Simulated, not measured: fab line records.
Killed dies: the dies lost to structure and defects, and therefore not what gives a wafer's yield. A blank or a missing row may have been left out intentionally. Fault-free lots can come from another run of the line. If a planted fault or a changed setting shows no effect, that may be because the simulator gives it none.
fab line records	flow sky130
[record] lots = 15	wafers = 45	lastDay = 50
route steps=708 shown NWELL@63 VT_ADJUST_NCORE@130 SONOS_TUNNEL@158 LDD_N@254 PAD_OPEN@708
lots untouched by any fault: they come from a run of this same line in which no faults occurred
startH: the number of hours between the record's first day and the start of the first shown wafer of the lot	waitH: how many hours have passed since the lot's step before this one	" the same as in the row above	L1.1+2: one row covering several wafers at once	- no value, or no start was given	* or withheld: withheld	< > ~ a bound
route shown NAME@n: names a module that has steps shown in the file, with the first one's number in the route	usual: average and standard deviation across the fault-free wafers	same: alike in all rows	chamber/n: place in a boat	sites: per-site readings	_std_site: the standard deviation of these	_edge_site: the outer-site mean with the inner-site mean subtracted	radiusMm: how far each site lies from the wafer's centre	mask NAME#n: copy n	behind: the most recent tool/chamber to have shaped the wafer	hold: cause of the lot's hold/its duration in hours/its outcome	device: transistor that didn't switch, given as n, p or np	end of line: the tests these same wafers got at the end of their route	step lacking rows: just its recipe	killed: count of dies lost to structure and defects at first sort (not the wafer's yield)	map: a wafer's dies, marking killed ones x, the rest . and places with no die _
set.NAME: the setting as run; set.NAME@STEP: as run at that earlier step	model.NAME: the simulator's own value behind a step, which no gauge read
a sample of lots followed through the steps of the route, with each step as a table and each wafer as a row
services: the hour from which a tool's chamber was out of use, counted from the record's first day as startH (under 0 if before that day), plus the number of hours and why
[[steps]]
[step SKY_NWELL_OVL_MEAS_10]
[usual] NWELL_00_OVL = -0.1/1.3
lot.wafer	tool	chamber	startH	waitH	NWELL_00_OVL[nm]
L785.3	overlay-02	-	93.46	-	1.9
L785.4	"	-	"	"	1.2
L785.6	"	-	"	"	2.8
L786.1	overlay-02	-	102.35	-	0.8
L786.3	"	-	"	"	0.7
L786.5	"	-	"	"	1.8
L787.1	overlay-01	-	105.30	-	-0.7
L787.2	"	-	"	"	-2.1
L787.3	"	-	"	"	-1.3
L788.3	overlay-01	-	107.47	-	-0.9
L788.4	"	-	"	"	-1.3
L788.5	"	-	"	"	1.2
L789.2	overlay-01	-	112.99	-	1.0
L789.4	"	-	"	"	-1.3
L789.6	"	-	"	"	-0.5
L790.3	overlay-02	-	120.97	-	1.3
L790.5	"	-	"	"	1.0
L790.6	"	-	"	"	1.5
L791.3	overlay-01	-	129.76	-	0.1
L791.4	"	-	"	"	-0.8
L791.6	"	-	"	"	-0.6
L793.2	overlay-01	-	132.47	-	-2.0
L793.5	"	-	"	"	-1.9
L793.6	"	-	"	"	-1.6
L796.1	overlay-01	-	152.80	-	0.0
L796.2	"	-	"	"	-1.4
L796.3	"	-	"	"	-0.8
L798.3	overlay-01	-	159.24	-	-0.9
L798.4	"	-	"	"	-0.4
L798.6	"	-	"	"	1.1
L801.1	overlay-01	-	177.93	-	0.1
L801.3	"	-	"	"	-1.8
L801.5	"	-	"	"	-0.4
L804.2	overlay-01	-	193.00	-	0.1
L804.3	"	-	"	"	0.9
L804.6	"	-	"	"	-0.2
L805.2	overlay-01	-	205.39	-	-1.2
L805.3	"	-	"	"	-0.2
L805.4	"	-	"	"	-1.0
L806.2	overlay-02	-	210.74	-	0.7
L806.5	"	-	"	"	0.7
L806.6	"	-	"	"	1.3
L807.4	overlay-02	-	215.33	-	-0.5
L807.5	"	-	"	"	-0.4
L807.6	"	-	"	"	-0.4
[step SKY_VT_ADJUST_NCORE_TW_MEAS_11]
[usual] VT_ADJUST_NCORE_TW = 217.8/0.95
lot.wafer	tool	chamber	startH	waitH	VT_ADJUST_NCORE_TW
L785.3	filmMetro-01	-	193.07	0.1	217.5
L785.4	"	-	"	"	217.4
L785.6	"	-	"	"	217.6
L786.1	filmMetro-02	-	203.11	0.1	219.9
L786.3	"	-	"	"	219.2
L786.5	"	-	"	"	218.9
L787.1	filmMetro-01	-	205.00	0.1	217.2
L787.2	"	-	"	"	217.6
L787.3	"	-	"	"	216.2
L788.3	filmMetro-04	-	208.74	0.1	217.1
L788.4	"	-	"	"	218.1
L788.5	"	-	"	"	218.8
L789.2	filmMetro-04	-	213.33	0.1	218.2
L789.4	"	-	"	"	218.4
L789.6	"	-	"	"	218.3
L790.3	filmMetro-04	-	223.79	0.1	218.7
L790.5	"	-	"	"	219.2
L790.6	"	-	"	"	219.5
L791.3	filmMetro-01	-	234.61	0.1	217.4
L791.4	"	-	"	"	215.9
L791.6	"	-	"	"	216.2
L793.2	filmMetro-04	-	236.12	0.1	218.9
L793.5	"	-	"	"	217.8
L793.6	"	-	"	"	219.3
L796.1	filmMetro-02	-	260.37	0.1	218.5
L796.2	"	-	"	"	218.8
L796.3	"	-	"	"	217.9
L798.3	filmMetro-04	-	268.79	0.1	216.7
L798.4	"	-	"	"	216.6
L798.6	"	-	"	"	217.8
L801.1	filmMetro-04	-	290.80	0.1	218.7
L801.3	"	-	"	"	217.0
L801.5	"	-	"	"	217.2
L804.2	filmMetro-02	-	309.06	0.1	216.9
L804.3	"	-	"	"	217.7
L804.6	"	-	"	"	218.0
L805.2	filmMetro-04	-	322.58	0.1	217.6
L805.3	"	-	"	"	216.9
L805.4	"	-	"	"	216.9
L806.2	filmMetro-04	-	331.58	0.1	217.2
L806.5	"	-	"	"	218.0
L806.6	"	-	"	"	216.1
L807.4	filmMetro-04	-	336.18	0.1	217.6
L807.5	"	-	"	"	217.8
L807.6	"	-	"	"	217.9
[step SKY_SONOS_TUNNEL_EXPOSE_04]
[recipe] maskId = TUNM	na = 0.6	sourceShape = conventional	sigmaOuter = 0.6	polarization = unpolarized	targetCdNm = 410	doseMj = 136
lot.wafer	tool	chamber	startH	waitH	mask
L785.3+4+6	ilineStepper-01	0	247.85	-	TUNM#0
L786.1+3+5	ilineStepper-02	0	259.13	-	TUNM#0
L787.1+2+3	ilineStepper-01	0	260.16	-	TUNM#0
L788.3+4+5	ilineStepper-01	0	264.65	-	TUNM#0
L789.2+4+6	ilineStepper-01	0	270.23	-	TUNM#0
L790.3+5+6	ilineStepper-02	0	281.62	-	TUNM#0
L791.3+4+6	ilineStepper-01	0	293.97	-	TUNM#0
L793.2+5+6	ilineStepper-01	0	296.60	-	TUNM#0
L796.1+2+3	ilineStepper-02	0	321.98	-	TUNM#0
L798.3+4+6	ilineStepper-02	0	333.32	-	TUNM#0
L801.1+3+5	ilineStepper-02	0	358.03	-	TUNM#0
L804.2+3+6	ilineStepper-02	0	375.90	-	TUNM#0
L805.2+3+4	ilineStepper-02	0	391.70	-	TUNM#0
L806.2+5+6	ilineStepper-02	0	401.29	-	TUNM#0
L807.4+5+6	ilineStepper-02	0	406.09	-	TUNM#0
[step SKY_SONOS_TUNNEL_OVL_MEAS_08]
[usual] SONOS_TUNNEL_OVL = -1.8/1.6
lot.wafer	tool	chamber	startH	waitH	SONOS_TUNNEL_OVL[nm]
L785.3	overlay-02	-	258.91	0.1	-3.3
L785.4	"	-	"	"	-3.6
L785.6	"	-	"	"	-2.0
L786.1	overlay-01	-	270.63	0.1	-2.7
L786.3	"	-	"	"	-1.2
L786.5	"	-	"	"	-3.1
L787.1	overlay-01	-	271.63	0.1	-2.5
L787.2	"	-	"	"	-2.6
L787.3	"	-	"	"	-3.9
L788.3	overlay-01	-	276.29	0.1	-0.1
L788.4	"	-	"	"	0.4
L788.5	"	-	"	"	-1.1
L789.2	overlay-01	-	282.96	0.1	-129.2
L789.4	"	-	"	"	-129.8
L789.6	"	-	"	"	-128.3
L790.3	overlay-02	-	294.54	0.1	-4.5
L790.5	"	-	"	"	-2.4
L790.6	"	-	"	"	-1.9
L791.3	overlay-02	-	306.64	0.1	-128.0
L791.4	"	-	"	"	-129.4
L791.6	"	-	"	"	-128.6
L793.2	overlay-02	-	308.78	0.1	-131.2
L793.5	"	-	"	"	-131.9
L793.6	"	-	"	"	-131.0
L796.1	overlay-02	-	334.98	0.1	-5.8
L796.2	"	-	"	"	-6.0
L796.3	"	-	"	"	-5.3
L798.3	overlay-02	-	345.79	0.1	-0.4
L798.4	"	-	"	"	-0.2
L798.6	"	-	"	"	-0.5
L801.1	overlay-02	-	371.63	0.1	-1.7
L801.3	"	-	"	"	-4.0
L801.5	"	-	"	"	-2.3
L804.2	overlay-02	-	390.73	0.1	-0.8
L804.3	"	-	"	"	-0.2
L804.6	"	-	"	"	-0.7
L805.2	overlay-02	-	405.66	0.1	-0.1
L805.3	"	-	"	"	-0.6
L805.4	"	-	"	"	-0.4
L806.2	overlay-02	-	416.48	0.1	-1.8
L806.5	"	-	"	"	-4.1
L806.6	"	-	"	"	-3.5
L807.4	overlay-02	-	421.02	0.1	-1.2
L807.5	"	-	"	"	-1.9
L807.6	"	-	"	"	-3.7
[step SKY_LDD_N_TW_MEAS_17]
[usual] LDD_N_TW = 2567/15
lot.wafer	tool	chamber	startH	waitH	LDD_N_TW
L785.3	filmMetro-01	-	421.60	0.1	2550
L785.4	"	-	"	"	2560
L785.6	"	-	"	"	2574
L787.1	filmMetro-01	-	430.79	0.1	2555
L787.2	"	-	"	"	2557
L787.3	"	-	"	"	2552
L786.1	filmMetro-04	-	431.60	0.1	2565
L786.3	"	-	"	"	2556
L786.5	"	-	"	"	2546
L788.3	filmMetro-04	-	436.07	0.1	2555
L788.4	"	-	"	"	2562
L788.5	"	-	"	"	2562
L789.2	filmMetro-01	-	442.64	0.1	2564
L789.4	"	-	"	"	2559
L789.6	"	-	"	"	2582
L790.3	filmMetro-02	-	448.41	0.1	2577
L790.5	"	-	"	"	2571
L790.6	"	-	"	"	2571
L791.3	filmMetro-01	-	469.35	0.1	2558
L791.4	"	-	"	"	2563
L791.6	"	-	"	"	2569
L793.2	filmMetro-04	-	470.25	0.1	2551
L793.5	"	-	"	"	2550
L793.6	"	-	"	"	2553
L796.1	filmMetro-01	-	504.64	0.1	2554
L796.2	"	-	"	"	2539
L796.3	"	-	"	"	2540
L798.3	filmMetro-04	-	517.51	0.1	2567
L798.4	"	-	"	"	2556
L798.6	"	-	"	"	2568
L801.1	filmMetro-02	-	540.04	0.1	2580
L801.3	"	-	"	"	2593
L801.5	"	-	"	"	2590
L804.2	filmMetro-02	-	563.90	0.1	2577
L804.3	"	-	"	"	2576
L804.6	"	-	"	"	2572
L805.2	filmMetro-01	-	576.35	0.1	2561
L805.3	"	-	"	"	2563
L805.4	"	-	"	"	2552
L806.2	filmMetro-01	-	584.84	0.1	2563
L806.5	"	-	"	"	2546
L806.6	"	-	"	"	2563
L807.4	filmMetro-04	-	588.92	0.1	2547
L807.5	"	-	"	"	2555
L807.6	"	-	"	"	2563
[step SKY_PAD_OPEN_PROBE_99]
[usual] killed_at_M0_to_M3 = 42/6.8	killed_at_M4_up = 3.4/1.8	killedAtContacts = 25/5.7	killedAtFrontEnd = 16/4.8	killedAtOther = 0.2/0.39	killedDies = 87/9.6	killedOpen = 47/6.9	killedShort = 40/6.3
[same] grossDies = 492	killedAtBackSide = 0
lot.wafer	tool	chamber	startH	waitH	killed_at_M0_to_M3	killed_at_M4_up	killedAtContacts	killedAtFrontEnd	killedAtOther	killedDies	killedOpen	killedShort
L789.2	prober-01	-	1102.53	0.1	43	6	18	44	0	111	51	32
L789.4	prober-01	-	1102.63	0.2	42	3	24	48	0	117	43	33
L791.3	prober-01	-	1122.33	0.2	34	3	26	47	0	110	41	36
L791.6	prober-01	-	1122.48	0.2	39	2	17	63	0	121	39	34
L793.2	prober-01	-	1122.64	0.1	32	3	15	55	0	105	34	36
L793.6	prober-01	-	1122.84	0.2	43	3	13	54	0	113	32	48
// killed by level:class
L789.2 SONOS_TUNNEL:overlay=28 VIA1:geometricParticle:open=16 LI_CONTACT:geometricParticle:open=9 VIA2:geometricParticle:open=6 FIELD_ISO:geometricParticle:short=5 CONTACT:geometricParticle:open=5 METAL2:geometricParticle:short=5 METAL3:geometricParticle:short=5
L789.4 SONOS_TUNNEL:overlay=41 VIA1:geometricParticle:open=13 CONTACT:geometricParticle:open=10 LOCAL_INTERCONNECT:geometricParticle:short=6 METAL2:geometricParticle:short=5 VIA2:geometricParticle:open=5 VIA3:geometricParticle:open=5 METAL1:geometricParticle:short=4
L791.3 SONOS_TUNNEL:overlay=33 CONTACT:geometricParticle:open=9 METAL1:geometricParticle:short=7 VIA3:geometricParticle:open=7 LI_CONTACT:geometricParticle:open=6 CONTACT:geometricParticle:short=5 VIA1:geometricParticle:open=4 METAL3:geometricParticle:short=4
L791.6 SONOS_TUNNEL:overlay=48 CONTACT:geometricParticle:open=8 VIA2:geometricParticle:open=7 VIA1:geometricParticle:open=7 METAL1:geometricParticle:short=5 VIA3:geometricParticle:open=5 FIELD_ISO:geometricParticle:short=4 LOCAL_INTERCONNECT:geometricParticle:short=4
L793.2 SONOS_TUNNEL:overlay=35 METAL2:geometricParticle:short=8 CONTACT:geometricParticle:open=7 POLY_GATE:geometricParticle:short=5 POLY_GATE:geometricParticle:open=5 VIA1:geometricParticle:short=5 CONTACT:geometricParticle:short=4 VIA1:geometricParticle:open=4
L793.6 SONOS_TUNNEL:overlay=33 VIA1:geometricParticle:open=12 METAL1:geometricParticle:short=10 POLY_GATE:geometricParticle:short=8 POLY_GATE:geometricParticle:open=8 VIA1:geometricParticle:short=6 CONTACT:geometricParticle:open=4 CONTACT:geometricParticle:short=4
[[services]]
tool	chamber	startH	hours	kind
ilineStepper-01	-	250.90	3.5	repair
ilineStepper-02	-	263.75	1.7	pm
ilineStepper-01	-	360.48	1.7	pm
ilineStepper-01	-	387.67	14.8	repair
[[key]]
[firstSign] step = SKY_SONOS_TUNNEL_OVL_MEAS_08	reading = SONOS_TUNNEL_OVL	direction = down	sigmas = 79	usual = -1.8	struck = -129.7
[effect] step = SKY_PAD_OPEN_PROBE_99	reading = killedAtFrontEnd	direction = up	sigmas = 7.4	usual = 16	struck = 52
[moreKillsBornAt] SKY_SONOS_TUNNEL_EXPOSE_04@ilineStepper-01 = 218
metAt SKY_SONOS_TUNNEL_EXPOSE_04
struckLots L789,L791,L793
rowsEnd L789.6,L791.4,L793.5
testerLeftOut L789,L791,L793
notActingAt SKY_NWELL_OVL_MEAS_10,SKY_VT_ADJUST_NCORE_TW_MEAS_11,SKY_LDD_N_TW_MEAS_17
onsetBetween 264.65 270.23
[fault] kind = scannerMatchingOverlay	tool = ilineStepper-01	chamber = -	onsetH = 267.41	steps = SKY_SONOS_TUNNEL_EXPOSE_04	offset = -129.2
// testerLeftOut: of these lots the tester's yield and bins aren't shown, on N5 and GAA mostly nor the transistor test; their killed dies are dies lost to structure and defects alone, not to doping, threshold or leakage, so they don't give the yield
// rowsEnd: these wafers met a further fault down the route, and their rows from its step on are left out
